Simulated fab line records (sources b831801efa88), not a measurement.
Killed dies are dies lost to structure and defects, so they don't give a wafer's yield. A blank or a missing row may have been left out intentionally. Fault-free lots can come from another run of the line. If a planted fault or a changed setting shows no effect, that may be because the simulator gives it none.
Which tool is to blame? | flow gf180mcu | 15 lots with 45 wafers sampled at 3 steps, on a route of 602 steps

## WHAT THE GAUGES READ, wafer by wafer
GF_M2_THK_MEAS_06: measures by xrf.
lot  | measured     | on            | M2_ALCU_THK (nm)
L526 | day 18 11:28 | film_metro-01 | 451 449 452
L527 | day 19 01:13 | film_metro-03 | 457 447 453
L528 | day 19 13:32 | film_metro-03 | 450 452 450
L529 | day 20 02:55 | film_metro-03 | 448 444 444
L530 | day 20 04:40 | film_metro-02 | 443 446 444
L531 | day 20 08:38 | film_metro-03 | 451 451 451
L532 | day 20 20:06 | film_metro-02 | 446 445 453
L540 | day 23 09:49 | film_metro-03 | 445 449 454
L541 | day 23 20:22 | film_metro-02 | 443 434 439
L542 | day 24 07:05 | film_metro-02 | 439 438 439
L543 | day 24 12:41 | film_metro-03 | 452 453 448
L544 | day 24 14:11 | film_metro-02 | 450 449 449
L546 | day 25 09:27 | film_metro-03 | 449 451 457
L547 | day 25 10:28 | film_metro-03 | 447 445 448
L549 | day 25 16:25 | film_metro-03 | 459 456 455

GF_V2_THK_MEAS_01.
lot  | measured     | on            | V2_CVD_00_THK (nm)
L526 | day 19 12:15 | film_metro-04 | 601 606 590
L527 | day 20 02:12 | film_metro-02 | 594 595 593
L528 | day 20 14:32 | film_metro-04 | 608 599 584
L529 | day 21 03:27 | film_metro-01 | 590 609 593
L530 | day 21 04:59 | film_metro-04 | 606 602 594
L531 | day 21 09:36 | film_metro-04 | 596 605 604
L532 | day 21 20:21 | film_metro-01 | 602 597 590
L540 | day 24 08:45 | film_metro-04 | 587 602 595
L541 | day 24 18:20 | film_metro-01 | 602 591 593
L542 | day 25 05:59 | film_metro-01 | 601 595 592
L543 | day 25 11:43 | film_metro-01 | 604 599 597
L544 | day 25 13:33 | film_metro-01 | 609 602 608
L546 | day 26 07:37 | film_metro-02 | 598 598 610
L547 | day 26 09:14 | film_metro-02 | 592 586 600
L549 | day 26 13:44 | film_metro-02 | 595 604 603

## WHAT TOOL EACH LOT RAN ON (gives the tool, then ch and the chambers of the sampled wafers, and finally the start)
lot  | GF_M2_SPUTTER_00
L526 | pvd_sputter-02, day 18 11:07
L527 | pvd_sputter-04, day 19 00:52
L528 | pvd_sputter-02, day 19 13:11
L529 | pvd_sputter-04, day 20 02:35
L530 | pvd_sputter-02, day 20 04:19
L531 | pvd_sputter-03, day 20 08:18
L532 | pvd_sputter-03, day 20 19:44
L540 | pvd_sputter-04, day 23 09:28
L541 | pvd_sputter-02, day 23 20:01
L542 | pvd_sputter-02, day 24 06:43
L543 | pvd_sputter-02, day 24 12:20
L544 | pvd_sputter-04, day 24 13:50
L546 | pvd_sputter-03, day 25 09:07
L547 | pvd_sputter-02, day 25 10:06
L549 | pvd_sputter-03, day 25 16:03
- GF_M2_SPUTTER_00: material Ti, target thk 37.5 nm, time 150 s.

## AS READ BY THE TOOLS THEMSELVES (means over the sampled wafers that have a number; for cases with no such wafer, the mark the record gives instead)
GF_M2_SPUTTER_00.
lot  | tool           | throttle_valve_pct (%)
L526 | pvd_sputter-02 | 31.3
L527 | pvd_sputter-04 | 29.2
L528 | pvd_sputter-02 | 31.2
L529 | pvd_sputter-04 | 29.1
L530 | pvd_sputter-02 | 30.9
L531 | pvd_sputter-03 | 29.7
L532 | pvd_sputter-03 | 29.1
L540 | pvd_sputter-04 | 29.0
L541 | pvd_sputter-02 | 30.9
L542 | pvd_sputter-02 | 31.8
L543 | pvd_sputter-02 | 31.6
L544 | pvd_sputter-04 | 29.1
L546 | pvd_sputter-03 | 29.6
L547 | pvd_sputter-02 | 31.9
L549 | pvd_sputter-03 | 29.5

## THE ANSWER, worked out from the rows above alone
Rule: usual is defined by the lots themselves. Put in order of their means at a reading, lots are off if they are a third of the lots or fewer, leave a main group of 4 or more, and stand apart from it by a gap of 3 or more times the standard deviation of the main group's means; of several such gaps the widest counts. Not used: any main group whose means are identical at the precision the tables above print for the reading. Also off: a lot with no number at a reading for which 4 or more lots have one. The other lots that the step has rows for count as sound. First the gauges in route order, then the tools' own readings, where a lot's mean is used as printed above. The first step at which some lot is off is used, and at that step the reading that is off furthest; a lot without a number counts as furthest.
Across all readings shown, no lot is off: no conclusion can be drawn from this.

## WHAT HAD BEEN PUT IN BY THE SIMULATOR
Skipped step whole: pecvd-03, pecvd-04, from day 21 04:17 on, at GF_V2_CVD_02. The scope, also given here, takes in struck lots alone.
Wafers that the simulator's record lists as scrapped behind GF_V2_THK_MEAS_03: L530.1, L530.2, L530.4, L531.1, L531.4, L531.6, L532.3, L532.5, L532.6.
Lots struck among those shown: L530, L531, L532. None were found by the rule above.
